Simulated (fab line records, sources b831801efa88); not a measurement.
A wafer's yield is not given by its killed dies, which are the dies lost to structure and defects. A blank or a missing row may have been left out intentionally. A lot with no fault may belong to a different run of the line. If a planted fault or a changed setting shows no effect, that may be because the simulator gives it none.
Which tool is to blame?	flow gf180mcu	6 lots with 18 wafers sampled at 2 steps, on a route of 602 steps

== WHAT THE GAUGES READ, wafer by wafer ==
GF_V5_RS_MEAS_24: measurement is done with a four-point probe.
lot	measured	on	V5_W_RS (ohm/sq)
L758	day 27 17:10	film-metro-04	0.331 0.332 0.330
L762	day 28 17:48	film-metro-04	0.326 0.325 0.325
L771	day 31 14:53	film-metro-03	0.329 0.323 0.332
L775	day 32 10:51	film-metro-03	0.326 0.319 0.327
L777	day 32 23:28	film-metro-04	0.325 0.320 0.324
L779	day 33 09:30	film-metro-04	0.323 0.323 0.323

== WHICH TOOL RAN EACH LOT (tool, then ch and the chambers of the sampled wafers, then the start) ==
lot	GF_V5_CVD_02
L758	pecvd-02 ch 0,1, day 26 18:32
L762	pecvd-01 ch 0,1,2, day 27 20:49
L771	pecvd-02 ch 0,2, day 30 19:52
L775	pecvd-03 ch 1,2, day 31 16:46
L777	pecvd-02 ch 0,1,2, day 32 01:58
L779	pecvd-01 ch 0,1, day 32 16:34
- GF_V5_CVD_02: deposits SiO2 from TEOS, target thk 1450 nm, time 163.28 s.

== THE ANSWER, worked out from the rows above alone ==
Rule: the lots themselves supply what counts as usual. Put in order of their means at a reading, lots are off if they are a third of the lots or fewer, leave a main group of 4 or more, and stand apart from it by a gap of 3 or more times the standard deviation of the main group's means; of several such gaps the widest counts. A main group whose means are all the same, to the digits that the tables above print for the reading, isn't used. A lot without any number at a reading at which 4 lots or more have one is off too. All remaining lots with rows at the step are treated as sound.
No lot is off on any of the readings shown, so nothing can be concluded from this.

== WHAT HAD BEEN PUT IN BY THE SIMULATOR ==
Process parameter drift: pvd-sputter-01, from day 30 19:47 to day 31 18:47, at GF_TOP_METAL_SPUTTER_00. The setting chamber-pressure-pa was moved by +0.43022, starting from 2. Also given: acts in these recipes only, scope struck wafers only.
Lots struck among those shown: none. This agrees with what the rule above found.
